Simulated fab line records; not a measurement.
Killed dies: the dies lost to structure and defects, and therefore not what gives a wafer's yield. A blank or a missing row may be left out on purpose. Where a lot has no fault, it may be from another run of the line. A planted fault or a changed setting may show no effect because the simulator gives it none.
Code-filled problem report in 8D (eight disciplines) form || flow sky130 || the parts of the form that need people (team, actions taken, sign-off) are left out

1. THE ISSUE
Wafers without a fault read 99.99 C, standard deviation 0.11; plate_temp_C at SKY_POLY_CUT_SOFTBAKE_04 reads a mean of 96.37 C on 6 wafers belonging to 2 lots. That puts it -33 standard deviations away from the usual mean.
The step: time 90 s.
First seen on wafer L683.2, day 29 07:00, on litho_track-02. The record has a number at this step for 18 wafers belonging to 6 lots. The rule behind "out" and "out of limits": a value lying over 4 standard deviations away from the usual mean. The other wafers with a number count as sound.

2. WHAT IT IS, AND WHAT IT ISN'T
{"question": "which readings at this step", "is": "plate_temp_C, heater_power_total_W", "is not": "-"}
{"question": "which lots", "is": "L683, L684", "is not": "L668, L672, L688, L689"}
{"question": "which wafers of those lots", "is": "all that have a number", "is not": "-"}
{"question": "read on which tools", "is": "litho_track-02", "is not": "litho_track-04"}
{"question": "when", "is": "from day 29 07:00", "is not": "up to then (6 sound wafers); but 6 sound wafers of L688, L689 came after"}

3. WHAT RULES OUT EACH SUSPECT
Counting: a tool stays on the suspect list if, at a process step up to the reading, it processed all lots that are out and no sound lot following the first of them.
- plasma_asher-03 at SKY_LDD_LDN_STRIP_12 (strips in O2/N2): kept. It ran every lot that is out, first L683 (day 28 16:13), and no sound lot after that.
- litho_track-02 at SKY_POLY_CUT_SOFTBAKE_04 (time 90 s): kept. Every lot that is out went through it, starting with L683 (day 29 07:00), and after that it ran no sound lot; the last sound lot it ran before then is L668 (day 23 17:00). On those wafers its own readings are out: heater_power_total_W, plate_temp_C.
The count leaves litho_track-02 at SKY_POLY_CUT_SOFTBAKE_04 and plasma_asher-03 at SKY_LDD_LDN_STRIP_12.

4. THE CAUSE (what the simulator had put in)
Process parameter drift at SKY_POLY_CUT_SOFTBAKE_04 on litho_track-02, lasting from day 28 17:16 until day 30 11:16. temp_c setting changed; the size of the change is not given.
Of the 2 suspects that counting leaves, this tool is one.

5. THE CHAIN OF EFFECTS, in route order
Rows list readings where the struck wafers' mean (over those with a number) sits beyond 3 standard deviations from the usual. Scope: only readings with a usual standard deviation given in the record; hours: median across lots of the time from each lot's start at the first step in this table that gives one to its start at this step; sigmas: change in usual standard deviations.
{"hours": 0, "step": "SKY_POLY_CUT_SOFTBAKE_04", "reading": "heater_power_total_W", "usual": "57.36 W", "on struck wafers": 54.52, "change": -2.84, "sigmas": -26}
{"hours": 0, "step": "SKY_POLY_CUT_SOFTBAKE_04", "reading": "plate_temp_C", "usual": "99.99 C", "on struck wafers": 96.37, "change": -3.62, "sigmas": -33}
Here are the process steps it includes:
- SKY_POLY_CUT_SOFTBAKE_04: time 90 s.
Later measuring or inspecting steps at which every struck wafer that the step has a row for has a number for every such reading, and none has moved that far: SKY_POLY_CUT_CD_MEAS_08, SKY_POLY_CUT_OVL_MEAS_09.

6. WHAT WOULD HAVE CAUGHT IT SOONER
First out-of-limits reading in this record: day 29 07:00, which is 14 hours after fault onset at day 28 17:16.
